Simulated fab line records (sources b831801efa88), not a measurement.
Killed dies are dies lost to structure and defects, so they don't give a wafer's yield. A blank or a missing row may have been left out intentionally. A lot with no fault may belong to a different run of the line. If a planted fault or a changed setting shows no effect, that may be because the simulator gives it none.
Chamber matching :: flow sky130 :: rie-diel-02 running SKY_PASSIVATION_ETCH_11: 4 sister chambers
The step etches the open film in CF4/O2, stops on AlCu, target depth 725 nm, time 161.1 s. 16 wafers are shown with their chamber, then 8 later ones without.

## EACH WAFER AND ITS CHAMBER
wafer: L080.3
chamber: 3
drypump-motor-current-A (A): 5.4
oes-product-au (a.u.): 0.964
throttle-valve-pct (%): 5.973

wafer: L080.4
chamber: 2
drypump-motor-current-A (A): 5.8
oes-product-au (a.u.): 0.978
throttle-valve-pct (%): 5.960

wafer: L080.5
chamber: 0
drypump-motor-current-A (A): 6.1
oes-product-au (a.u.): 0.985
throttle-valve-pct (%): 5.968

wafer: L084.1
chamber: 2
drypump-motor-current-A (A): 5.8
oes-product-au (a.u.): 0.966
throttle-valve-pct (%): 5.958

wafer: L084.4
chamber: 0
drypump-motor-current-A (A): 6.0
oes-product-au (a.u.): 0.983
throttle-valve-pct (%): 5.971

wafer: L084.6
chamber: 2
drypump-motor-current-A (A): 5.8
oes-product-au (a.u.): 0.965
throttle-valve-pct (%): 5.979

wafer: L086.2
chamber: 1
drypump-motor-current-A (A): 6.1
oes-product-au (a.u.): 0.973
throttle-valve-pct (%): 5.977

wafer: L086.4
chamber: 0
drypump-motor-current-A (A): 6.0
oes-product-au (a.u.): 0.989
throttle-valve-pct (%): 5.972

wafer: L086.5
chamber: 2
drypump-motor-current-A (A): 5.8
oes-product-au (a.u.): 0.980
throttle-valve-pct (%): 5.959

wafer: L089.1
chamber: 1
drypump-motor-current-A (A): 6.1
oes-product-au (a.u.): 0.963
throttle-valve-pct (%): 5.962

wafer: L089.4
chamber: 2
drypump-motor-current-A (A): 5.8
oes-product-au (a.u.): 0.986
throttle-valve-pct (%): 5.957

wafer: L089.6
chamber: 0
drypump-motor-current-A (A): 6.0
oes-product-au (a.u.): 0.980
throttle-valve-pct (%): 5.949

wafer: L090.3
chamber: 2
drypump-motor-current-A (A): 5.8
oes-product-au (a.u.): 0.971
throttle-valve-pct (%): 5.958

wafer: L090.4
chamber: 0
drypump-motor-current-A (A): 6.0
oes-product-au (a.u.): 0.976
throttle-valve-pct (%): 5.968

wafer: L090.5
chamber: 2
drypump-motor-current-A (A): 5.8
oes-product-au (a.u.): 0.977
throttle-valve-pct (%): 5.966

wafer: L091.4
chamber: 0
drypump-motor-current-A (A): 6.0
oes-product-au (a.u.): 0.973
throttle-valve-pct (%): 5.957

SIGNATURES, as means of the wafers listed above
reading: drypump-motor-current-A
chamber 0: 6.017
chamber 1: 6.100
chamber 2: 5.800
chamber 3: 5.400
scatter within a chamber: 0.0264

reading: oes-product-au
chamber 0: 0.98100
chamber 1: 0.96800
chamber 2: 0.97471
chamber 3: 0.96400
scatter within a chamber: 0.00695

reading: throttle-valve-pct
chamber 0: 5.96417
chamber 1: 5.96950
chamber 2: 5.96243
chamber 3: 5.97300
scatter within a chamber: 0.00868
Rule: for each reading, subtract the chamber's mean from the wafer's reading, divide by that reading's scatter and square the result; add these up over the readings and take the root, which gives the wafer's distance from the chamber. If the next closest chamber is less than 2 further off than the closest, the wafer can't be placed; otherwise it belongs to the closest. The scatter is the square root of a quotient: the sum, over the shown wafers, of each reading's squared deviation from its chamber's mean, divided by wafers minus chambers.

## WAFERS WITH NO CHAMBER GIVEN
wafer: L091.5
drypump-motor-current-A (A): 6.2
oes-product-au (a.u.): 0.970
throttle-valve-pct (%): 5.968

wafer: L091.6
drypump-motor-current-A (A): 5.8
oes-product-au (a.u.): 0.966
throttle-valve-pct (%): 5.965

wafer: L095.3
drypump-motor-current-A (A): 5.4
oes-product-au (a.u.): 0.958
throttle-valve-pct (%): 5.964

wafer: L095.4
drypump-motor-current-A (A): 5.8
oes-product-au (a.u.): 0.977
throttle-valve-pct (%): 5.977

wafer: L095.5
drypump-motor-current-A (A): 6.1
oes-product-au (a.u.): 0.971
throttle-valve-pct (%): 5.964

wafer: L096.1
drypump-motor-current-A (A): 5.5
oes-product-au (a.u.): 0.967
throttle-valve-pct (%): 5.959

wafer: L096.3
drypump-motor-current-A (A): 6.1
oes-product-au (a.u.): 0.963
throttle-valve-pct (%): 5.963

wafer: L096.4
drypump-motor-current-A (A): 5.8
oes-product-au (a.u.): 0.979
throttle-valve-pct (%): 5.960

## CHAMBER TAKEN BY EACH
wafer: L091.5
from the rows above: 1
in truth: 1

wafer: L091.6
from the rows above: 2
in truth: 2

wafer: L095.3
from the rows above: 3
in truth: 3

wafer: L095.4
from the rows above: 2
in truth: 2

wafer: L095.5
from the rows above: 1
in truth: 1

wafer: L096.1
from the rows above: 3
in truth: 3

wafer: L096.3
from the rows above: 1
in truth: 1

wafer: L096.4
from the rows above: 2
in truth: 2
Placed correctly: 8 of 8. Not placeable from these rows: 0. 0 placed wrongly.
